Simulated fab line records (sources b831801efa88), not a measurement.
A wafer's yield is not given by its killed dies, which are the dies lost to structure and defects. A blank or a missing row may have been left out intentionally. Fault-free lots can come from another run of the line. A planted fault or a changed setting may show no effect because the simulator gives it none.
Chamber matching -- flow gf180mcu -- rie_si-01 running GF_POLY_GATE_ETCH_13: 4 sister chambers
The step etches poly-Si in HBr/Cl2, stops on SiO2, target depth 198.5 nm, time 69.6 s. 8 wafers are shown with their chamber, then 7 later ones without.

## WAFERS PAIRED WITH THEIR CHAMBERS
wafer,chamber,drypump_motor_current_A (A),oes_product_au (a.u.)
L969.4,0,5.8,1.000
L973.1,2,6.3,0.991
L973.2,0,5.8,0.998
L973.3,1,5.4,0.987
L978.3,1,5.4,0.984
L978.5,3,5.2,0.999
L987.1,3,5.2,0.983
L987.2,2,6.4,0.978

## WAFERS WITHOUT THEIR CHAMBER
wafer,drypump_motor_current_A (A),oes_product_au (a.u.)
L987.5,5.2,0.985
L988.3,5.2,0.991
L988.4,6.4,0.993
L988.5,5.7,1.000
L991.2,5.8,0.992
L991.5,5.2,0.989
L991.6,6.4,0.984

## EACH ONE'S CHAMBER
wafer,from the rows above,in truth
L987.5,3,3
L988.3,3,3
L988.4,2,2
L988.5,0,0
L991.2,0,0
L991.5,3,3
L991.6,2,2
Correctly placed: 7 of 7. From these rows, 0 cannot be placed. Placed wrongly: 0.
How it was worked out, from the rows above alone: a wafer's distance from a chamber is the root of the sum, over the readings, of the square of ((its reading less the chamber's mean) divided by the reading's scatter). The wafer belongs to the nearest chamber; if the next one is less than 2 further off, it can't be placed. A chamber's mean is the mean of its shown wafers. The scatter: take each reading less its chamber's mean, square it, sum over the shown wafers, divide by the number of wafers less the number of chambers, and take the root.
